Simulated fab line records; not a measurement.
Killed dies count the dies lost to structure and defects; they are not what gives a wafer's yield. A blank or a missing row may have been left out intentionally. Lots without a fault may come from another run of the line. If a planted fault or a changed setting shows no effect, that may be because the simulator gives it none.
Which tool was responsible?    flow gf180mcu    Sampling: 13 lots, 39 wafers, 5 of 602 route steps

== WHAT EACH GAUGE READ, for each wafer ==
GF_PASSIVATION_THK_MEAS_03. Usual: PASSIVATION_CVD_02_THK gives 702 nm (standard deviation 8.3).
lot   measured      on             PASSIVATION_CVD_02_THK (nm)  flag
L180  day 28 13:19  film metro-02  685 694 711                  
L183  day 28 22:25  film metro-04  697 708 706                  
L185  day 29 17:43  film metro-01  695 711 708                  
L186  day 30 05:11  film metro-01  700 706 710                  
L187  day 30 07:57  film metro-02  697 703 693                  
L188  day 30 21:18  film metro-04  702 699 717                  
L189  day 31 03:40  film metro-01  703 707 707                  
L193  day 32 05:00  film metro-02  694 708 715                  
L196  day 33 03:54  film metro-04  706 693 859                  OFF
L199  day 33 17:26  film metro-02  702 700 706                  
L200  day 33 22:33  film metro-01  700 699 716                  
L202  day 34 06:25  film metro-04  709 701 718                  
L203  day 34 11:12  film metro-04  697 699 705                  

GF_PASSIVATION_BOW_MEAS_14. Usual: PASSIVATION_BOW gives 136 um (standard deviation 12).
lot   measured      on             PASSIVATION_BOW (um)  flag
L180  day 29 10:52  film metro-01  116 116 124           
L183  day 29 19:26  film metro-01  134 137 143           
L185  day 30 13:51  film metro-01  127 144 126           
L186  day 31 00:43  film metro-01  143 151 134           
L187  day 31 03:20  film metro-04  140 150 154           
L188  day 31 16:23  film metro-04  156 156 163           
L189  day 31 23:04  film metro-02  133 137 136           
L193  day 32 22:22  film metro-04  155 155 143           
L196  day 33 21:04  film metro-02  123 126 114           
L199  day 34 10:23  film metro-01  113 131 129           
L200  day 34 15:34  film metro-04  135 141 145           
L202  day 34 22:40  film metro-04  137 138 129           
L203  day 35 03:05  film metro-04  148 143 147           

== TOOL THAT RAN EACH LOT (tool first, then ch and the chambers of the sampled wafers, then the start) ==
lot   GF_TOP_METAL_METAL_ETCH_16         GF_TOP_METAL_STRIP_17                 GF_PASSIVATION_CVD_02
L180  rie metal-03 ch 0,1, day 28 12:10  plasma asher-03 ch 0,1, day 28 12:21  pecvd-03 ch 0,1,2, day 28 13:01
L183  rie metal-03 ch 0,1, day 28 21:16  plasma asher-03 ch 1, day 28 21:27    pecvd-03 ch 0,1, day 28 22:07
L185  rie metal-01 ch 0,1, day 29 16:37  plasma asher-01 ch 0,1, day 29 16:46  pecvd-03 ch 0,1,2, day 29 17:25
L186  rie metal-01 ch 0,1, day 30 04:01  plasma asher-01 ch 0,1, day 30 04:11  pecvd-02 ch 0,1,2, day 30 05:00
L187  rie metal-02 ch 0,1, day 30 06:46  plasma asher-02 ch 0,1, day 30 06:57  pecvd-03 ch 0,1,2, day 30 07:40
L188  rie metal-03 ch 1, day 30 20:01    plasma asher-02 ch 0,1, day 30 20:20  pecvd-04 ch 0,2, day 30 21:00
L189  rie metal-01 ch 0,1, day 31 02:31  plasma asher-03 ch 0,1, day 31 02:41  pecvd-02 ch 0,1,2, day 31 03:29
L193  rie metal-03 ch 0,1, day 32 03:43  plasma asher-03 ch 0,1, day 32 03:53  pecvd-02 ch 0,1, day 32 04:41
L196  rie metal-03 ch 0,1, day 33 02:43  plasma asher-02 ch 0,1, day 33 02:54  pecvd-02 ch 0,1,2, day 33 03:37
L199  rie metal-01 ch 0,1, day 33 16:16  plasma asher-02 ch 0,1, day 33 16:27  pecvd-04 ch 0,2, day 33 17:08
L200  rie metal-02 ch 0,1, day 33 21:22  plasma asher-01 ch 0,1, day 33 21:33  pecvd-03 ch 0,1,2, day 33 22:16
L202  rie metal-01 ch 0,1, day 34 05:16  plasma asher-02 ch 0,1, day 34 05:27  pecvd-04 ch 0,1,2, day 34 06:07
L203  rie metal-03 ch 0,1, day 34 09:57  plasma asher-03 ch 0,1, day 34 10:08  pecvd-04 ch 1,2, day 34 10:54
- GF_TOP_METAL_METAL_ETCH_16: etches the open film in Cl2/BCl3, stops on SiO2, target depth 1197 nm, time 199.5 s.
- GF_TOP_METAL_STRIP_17: strips in O2/N2.
- GF_PASSIVATION_CVD_02: deposits Si3N4, target thk 700 nm, time 486.18 s.

== AS READ BY THE TOOLS THEMSELVES (means over the sampled wafers that have a number; for cases with no such wafer, the mark the record gives instead) ==
GF_TOP_METAL_METAL_ETCH_16. Usual: drypump motor current A 5.6 A, standard deviation 0.32; oes product au 0.990 a.u., standard deviation 0.0054; throttle valve pct 28.229 %, standard deviation 0.01.
lot   tool          drypump motor current A (A)  oes product au (a.u.)  throttle valve pct (%)  flag
L180  rie metal-03  5.5                          0.987                  28.237                  
L183  rie metal-03  5.7                          0.988                  28.231                  
L185  rie metal-01  5.6                          0.987                  28.233                  
L186  rie metal-01  5.4                          0.991                  28.228                  
L187  rie metal-02  5.5                          0.990                  28.232                  
L188  rie metal-03  5.3                          0.991                  28.219                  
L189  rie metal-01  5.4                          0.989                  28.234                  
L193  rie metal-03  5.5                          0.994                  28.228                  
L196  rie metal-03  5.7                          0.991                  28.229                  
L199  rie metal-01  5.4                          0.990                  28.228                  
L200  rie metal-02  5.8                          0.996                  28.223                  
L202  rie metal-01  5.4                          0.988                  28.229                  
L203  rie metal-03  5.7                          0.989                  28.230                  

GF_TOP_METAL_STRIP_17. Usual: drypump motor current A 5.64 A, standard deviation 0.28; heater power w 356 W, standard deviation 36; oes product au 0.710 a.u., standard deviation 0.0043; strip time to endpoint s 12.90 s, standard deviation 0.072.
lot   tool             drypump motor current A (A)  heater power w (W)  oes product au (a.u.)  strip time to endpoint s (s)  flag
L180  plasma asher-03  5.59                         366                 0.708                  13.02                         
L183  plasma asher-03  5.60                         369                 0.706                  12.95                         
L185  plasma asher-01  5.26                         305                 0.709                  12.89                         
L186  plasma asher-01  5.28                         303                 0.713                  12.91                         
L187  plasma asher-02  5.98                         366                 0.713                  12.88                         
L188  plasma asher-02  5.96                         396                 0.707                  12.92                         
L189  plasma asher-03  5.59                         351                 0.712                  12.89                         
L193  plasma asher-03  5.59                         358                 0.707                  12.89                         
L196  plasma asher-02  5.98                         400                 0.709                  12.88                         
L199  plasma asher-02  5.95                         399                 0.710                  12.88                         
L200  plasma asher-01  5.13                         305                 0.713                  12.81                         
L202  plasma asher-02  5.99                         364                 0.707                  12.92                         
L203  plasma asher-03  5.60                         351                 0.706                  12.83                         

GF_PASSIVATION_CVD_02. Usual: heater power w 672 W, standard deviation 71.
lot   tool      heater power w (W)  flag
L180  pecvd-03  670                 
L183  pecvd-03  699                 
L185  pecvd-03  672                 
L186  pecvd-02  642                 
L187  pecvd-03  684                 
L188  pecvd-04  618                 
L189  pecvd-02  668                 
L193  pecvd-02  693                 
L196  pecvd-02  692                 
L199  pecvd-04  669                 
L200  pecvd-03  680                 
L202  pecvd-04  651                 
L203  pecvd-04  618                 

== THE ANSWER, worked out from the rows above alone ==
Rule: take the mean of a lot's wafers that have a number; if it is more than 3 standard deviations from the usual mean, the lot is off. Also off: a lot with no number at a reading for which 4 or more lots have one. All remaining lots with rows at the step are treated as sound. First the gauges in route order, then the tools' own readings, where a lot's mean is used as printed above. At the first step where some lot is off, the reading lying furthest off is the one used; lots without a number count as furthest.
Off: L196, at GF_PASSIVATION_THK_MEAS_03 (PASSIVATION_CVD_02_THK).
If a tool, at a process step before that reading, ran all the lots that are off and no sound lot after the first of them, it fits. Those tools and the gauges at GF_PASSIVATION_THK_MEAS_03 are tried in the same way. One fits: GF_PASSIVATION_CVD_02 on pecvd-02. Its last sound lot is L193 (day 32 04:41), its first lot that is off L196 (day 33 03:37): a fault that began between those two fits.

== WHAT HAD BEEN PUT IN BY THE SIMULATOR ==
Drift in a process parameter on pecvd-02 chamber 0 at GF_PASSIVATION_CVD_02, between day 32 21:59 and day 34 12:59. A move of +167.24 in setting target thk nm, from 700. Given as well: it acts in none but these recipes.
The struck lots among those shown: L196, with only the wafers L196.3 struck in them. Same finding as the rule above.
